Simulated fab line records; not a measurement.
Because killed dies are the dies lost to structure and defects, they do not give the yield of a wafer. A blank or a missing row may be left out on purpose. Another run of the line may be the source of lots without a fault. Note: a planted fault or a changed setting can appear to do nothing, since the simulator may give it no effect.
One fault seen from 2 desks -- flow sfqLine -- each desk has only its own numbers; what lay behind them comes last

AT THE METROLOGY DESK
Lot by lot, what the gauges showed, no matter which tool ran the lot: averages of those sampled wafers that carry a number. Any lot whose mean is over 4 standard deviations away from the usual mean is out of limits and marked OUT; that distance is given in the brackets.
Columns: A = M2_NB_RS at SFQ_M2_RS_MEAS_914, usual 0.896 ohm/sq; B = M7_NB_RS at SFQ_M7_RS_MEAS_943, usual 0.889 ohm/sq
lot,first seen here,A,B
L662,day 17 19:50,0.903,0.893
L664,day 18 04:14,0.894,0.897
L665,day 18 09:40,0.892,0.879
L667,day 19 03:50,0.887,0.896
L669,day 19 19:23,0.890,0.888
L670,day 19 21:47,0.895,0.898
L671,day 20 13:23,0.897,0.889
L672,day 20 20:34,0.901,0.890
L673,day 21 12:38,0.893,0.896
L676,day 22 12:41,0.896,0.901
L678,day 23 23:55,1.217 (+33) OUT,0.889
L681,day 25 05:30,1.004 (+11) OUT,0.897
L682,day 25 07:53,0.889,0.877
L684,day 26 06:26,0.910,0.890
Finding of this desk: L678, L681 out of limits, first seen on L678 at day 23 23:55 (M2_NB_RS at SFQ_M2_RS_MEAS_914). In limits: L662, L664, L665, L667, L669, L670, L671, L672, L673, L676, L682, L684.

DESK OF THE TOOL OWNER: pvdSputter-06
The tool's own readings at SFQ_TRILAYER_M2_DEP_SPUTTER_055 (material Nb, target thk 200 nm, time 133.3 s): means of the sampled wafers that have a number, for each lot that ran on this tool. Any lot whose mean is over 4 standard deviations away from the usual mean is out of limits and marked OUT; that distance is given in the brackets.
Columns: A = throttleValvePct at SFQ_TRILAYER_M2_DEP_SPUTTER_055, usual 30.1 %
lot,first seen here,A
L662,day 17 19:44,29.3
L664,day 18 04:09,30.3
L672,day 20 20:29,30.1
L678,day 23 23:48,29.5
L681,day 25 05:23,28.8
This desk's verdict: no lot among the 5 shows anything out of limits.

TAKEN TOGETHER
The metrology desk could have raised an alarm at day 23 23:55, on L678, L681.
The tool owner's desk saw nothing out of limits.
The tool owner's desk has L678, L681 on record, within its limits.
SFQ_TRILAYER_M2_DEP_SPUTTER_055 was run on pvdSputter-06 by each of the lots named.

WHAT HAD BEEN PUT IN BY THE SIMULATOR
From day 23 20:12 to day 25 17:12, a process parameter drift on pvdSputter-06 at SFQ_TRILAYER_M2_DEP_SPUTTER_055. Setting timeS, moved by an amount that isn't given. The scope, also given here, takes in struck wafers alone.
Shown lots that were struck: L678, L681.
Per desk, hours elapsed from the start of the fault to the first reading out of limits: for the metrology desk, 4.
